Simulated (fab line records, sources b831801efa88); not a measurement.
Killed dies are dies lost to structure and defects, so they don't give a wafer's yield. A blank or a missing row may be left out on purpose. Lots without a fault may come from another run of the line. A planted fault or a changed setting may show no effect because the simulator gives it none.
Tool commonality check | flow gf180mcu | 12 lots, 42 wafers sampled

WHY IT WAS OPENED
At GF_LVPWELL_TW_MEAS_11 the reading LVPWELL_TW is flagged on 2 of 12 lots. Wafers without a fault read 553.8, standard deviation 3.
Rule: a lot is flagged when every wafer of it that has a number lies more than 4 standard deviations from that mean, or none has a number. The other lots count as sound.

lot  | measured    | on            | LVPWELL_TW, wafer by wafer          | flag
L835 | day 3 21:22 | film_metro-02 | 551.9 553.0 553.1                   |
L836 | day 4 03:07 | film_metro-04 | 553.5 554.6 553.0                   |
L837 | day 4 08:06 | film_metro-01 | 551.1 551.9 549.9                   |
L838 | day 4 16:42 | film_metro-01 | 548.7 547.0 550.2                   |
L843 | day 5 19:22 | film_metro-04 | 557.4 553.6 558.2                   |
L844 | day 5 22:32 | film_metro-04 | 553.5 554.6 554.5                   |
L847 | day 6 18:12 | film_metro-01 | 525.4 528.0 526.5 529.6 524.0 526.5 | FLAGGED
L851 | day 7 17:44 | film_metro-04 | 523.4 523.6 522.2 523.2 525.1 520.5 | FLAGGED
L852 | day 7 21:50 | film_metro-02 | 556.3 556.8 555.1                   |
L853 | day 8 01:49 | film_metro-02 | 558.4 559.3 556.5                   |
L855 | day 8 17:43 | film_metro-01 | 549.0 550.7 552.4                   |
L857 | day 9 01:10 | film_metro-02 | 553.9 550.3 549.9                   |
The numbers of the flagged lots are 524.8 on average: -29.0 against the usual, or -10 standard deviations.

WHICH TOOL RAN EACH LOT
The record holds 2 process steps before the reading, out of a route of 602 steps. In each cell: the tool, then ch and the chambers that the sampled wafers went through, then the start.
lot  | flag    | GF_LVPWELL_IMPLANT_09          | GF_LVPWELL_STRIP_10
L835 |         | implanter-04 ch 0, day 3 21:08 | plasma_asher-01 ch 0,1, day 3 21:15
L836 |         | implanter-04 ch 0, day 4 02:53 | plasma_asher-04 ch 0,1, day 4 03:01
L837 |         | implanter-01 ch 0, day 4 07:52 | plasma_asher-03 ch 0,1, day 4 07:59
L838 |         | implanter-04 ch 0, day 4 16:27 | plasma_asher-01 ch 0,1, day 4 16:36
L843 |         | implanter-03 ch 0, day 5 19:08 | plasma_asher-03 ch 0,1, day 5 19:16
L844 |         | implanter-01 ch 0, day 5 22:17 | plasma_asher-04 ch 0,1, day 5 22:26
L847 | FLAGGED | implanter-01 ch 0, day 6 17:57 | plasma_asher-01 ch 0,1, day 6 18:06
L851 | FLAGGED | implanter-01 ch 0, day 7 17:29 | plasma_asher-01 ch 0, day 7 17:38
L852 |         | implanter-04 ch 0, day 7 21:35 | plasma_asher-04 ch 0,1, day 7 21:44
L853 |         | implanter-04 ch 0, day 8 01:36 | plasma_asher-04 ch 0,1, day 8 01:44
L855 |         | implanter-04 ch 0, day 8 17:28 | plasma_asher-03 ch 0,1, day 8 17:36
L857 |         | implanter-04 ch 0, day 9 00:55 | plasma_asher-01 ch 0,1, day 9 01:03
What these steps do:
- GF_LVPWELL_IMPLANT_09
- GF_LVPWELL_STRIP_10: strips in O2/N2.
- GF_LVPWELL_TW_MEAS_11

FLAGGED OVER TOTAL, TOOL BY TOOL (the gauges that took the reading come last)
step                  | tool            | lots run | flagged | share of the flagged lots | sound lots run after its first flagged lot
GF_LVPWELL_IMPLANT_09 | implanter-01    | 4        | 2       | all                       | 0
GF_LVPWELL_IMPLANT_09 | implanter-03    | 1        | 0       | none                      | -
GF_LVPWELL_IMPLANT_09 | implanter-04    | 7        | 0       | none                      | -
GF_LVPWELL_STRIP_10   | plasma_asher-01 | 5        | 2       | all                       | 1 (L857)
GF_LVPWELL_STRIP_10   | plasma_asher-03 | 3        | 0       | none                      | -
GF_LVPWELL_STRIP_10   | plasma_asher-04 | 4        | 0       | none                      | -
GF_LVPWELL_TW_MEAS_11 | film_metro-01   | 4        | 1       | some                      | 1 (L855)
GF_LVPWELL_TW_MEAS_11 | film_metro-02   | 4        | 0       | none                      | -
GF_LVPWELL_TW_MEAS_11 | film_metro-04   | 4        | 1       | some                      | 0

WHAT THE TABLE ALLOWS
2 rows of the table ran every flagged lot: implanter-01 at GF_LVPWELL_IMPLANT_09, plasma_asher-01 at GF_LVPWELL_STRIP_10.
- implanter-01 at GF_LVPWELL_IMPLANT_09: 2 of its 4 lots flagged. Its last sound lot is L844 (day 5 22:17), its first flagged lot L847 (day 6 17:57): a fault that began between those two fits. Its own readings lie more than 4 standard deviations out on every wafer of the flagged lots: dose_ions_cm2, faraday_current_uA.
- plasma_asher-01 at GF_LVPWELL_STRIP_10: 2 of its 5 lots flagged. Sound lots ran on it after the first flagged one (L857), which a lasting fault on the whole tool wouldn't allow.
One tool is left: implanter-01 at GF_LVPWELL_IMPLANT_09.

WHAT THE SIMULATOR HAD PUT IN
Process parameter drift: implanter-01, from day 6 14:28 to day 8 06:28, at GF_LVPWELL_IMPLANT_09. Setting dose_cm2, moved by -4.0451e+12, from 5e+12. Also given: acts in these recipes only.
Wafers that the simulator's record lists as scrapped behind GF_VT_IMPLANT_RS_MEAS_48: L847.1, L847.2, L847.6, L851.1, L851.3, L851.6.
Lots struck among those shown: L847, L851. The rule above found the same.
